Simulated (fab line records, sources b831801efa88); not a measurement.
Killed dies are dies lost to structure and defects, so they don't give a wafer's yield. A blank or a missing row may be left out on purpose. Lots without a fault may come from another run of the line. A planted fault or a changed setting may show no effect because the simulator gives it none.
Which tool did it? | flow sfq_line | 14 lots, 42 wafers sampled, at 2 steps of a route of 325

WHAT THE GAUGES READ, wafer by wafer
SFQ_C5_OVL_MEAS_937.
lot  | measured     | on         | C5_OVL (nm)
L930 | day 62 01:52 | overlay-01 | 2 -3 0
L931 | day 65 04:44 | overlay-01 | -2 4 -2
L932 | day 65 05:56 | overlay-01 | -2 -11 -1
L935 | day 76 08:35 | overlay-01 | -2 -8 1
L944 | day 77 21:47 | overlay-02 | -4 3 -1
L945 | day 78 03:47 | overlay-01 | -2 -3 -1
L946 | day 78 08:35 | overlay-01 | -10 -12 -12
L947 | day 78 10:59 | overlay-01 | -2 -2 -6
L948 | day 78 12:11 | overlay-01 | -17 -10 -9
L949 | day 78 14:35 | overlay-02 | 0 -1 -1
L950 | day 78 18:11 | overlay-01 | 3 0 1
L951 | day 79 15:18 | overlay-01 | 1 0 4
L952 | day 79 19:55 | overlay-02 | -1 9 5
L953 | day 79 21:06 | overlay-02 | 3 0 1

WHICH TOOL RAN EACH LOT (tool, then ch and the chambers of the sampled wafers, then the start)
lot  | SFQ_TRILAYER_I5_STRIP_STRIP_148
L930 | rie_metal-02 ch 0,1, day 61 08:50
L931 | rie_metal-03 ch 0,1, day 64 19:26
L932 | rie_metal-02 ch 0,1, day 64 20:26
L935 | rie_metal-02 ch 0,1, day 72 10:32
L944 | rie_metal-03 ch 0,1, day 74 03:16
L945 | rie_metal-03 ch 0,1, day 74 11:40
L946 | rie_metal-03 ch 0,1, day 74 16:28
L947 | rie_metal-01 ch 0,1, day 74 17:40
L948 | rie_metal-03 ch 0,1, day 74 18:52
L949 | rie_metal-01 ch 0,1, day 74 20:04
L950 | rie_metal-01 ch 0,1, day 74 22:28
L951 | rie_metal-03 ch 0,1, day 75 16:16
L952 | rie_metal-01 ch 0,1, day 75 22:18
L953 | rie_metal-02 ch 0,1, day 75 23:12
- SFQ_TRILAYER_I5_STRIP_STRIP_148: strips in O2.

WHAT THE TOOLS THEMSELVES READ (means of the sampled wafers that have a number; where no wafer has one, the mark that the record gives instead)
SFQ_TRILAYER_I5_STRIP_STRIP_148.
lot  | tool         | drypump_motor_current_A (A) | oes_product_au (a.u.)
L930 | rie_metal-02 | 6.0                         | 1.001
L931 | rie_metal-03 | 5.3                         | 0.999
L932 | rie_metal-02 | 5.7                         | 0.996
L935 | rie_metal-02 | 5.9                         | 1.005
L944 | rie_metal-03 | 5.4                         | 0.998
L945 | rie_metal-03 | 5.3                         | 1.003
L946 | rie_metal-03 | 5.3                         | 1.000
L947 | rie_metal-01 | 5.7                         | 1.009
L948 | rie_metal-03 | 5.4                         | 0.996
L949 | rie_metal-01 | 5.7                         | 1.003
L950 | rie_metal-01 | 5.6                         | 1.010
L951 | rie_metal-03 | 5.3                         | 1.005
L952 | rie_metal-01 | 5.8                         | 1.019
L953 | rie_metal-02 | 5.7                         | 0.994

THE ANSWER, worked out from the rows above alone
Rule: what is usual is taken from the lots themselves. Put in order of their means at a reading, lots are off if they are a third of the lots or fewer, leave a main group of 4 or more, and stand apart from it by a gap of 3 or more times the standard deviation of the main group's means; of several such gaps the widest counts. A main group whose means are all the same, to the digits that the tables above print for the reading, isn't used. A lot without any number at a reading at which 4 lots or more have one is off too. The other lots that the step has rows for count as sound. The gauges are gone through in route order, then the tools' own readings, and for those a lot's mean is taken as printed above. The first step at which some lot is off is used, and at that step the reading that is off furthest; a lot without a number counts as furthest.
No lot is off at any reading shown: from this, nothing can be told.

WHAT THE SIMULATOR HAD PUT IN
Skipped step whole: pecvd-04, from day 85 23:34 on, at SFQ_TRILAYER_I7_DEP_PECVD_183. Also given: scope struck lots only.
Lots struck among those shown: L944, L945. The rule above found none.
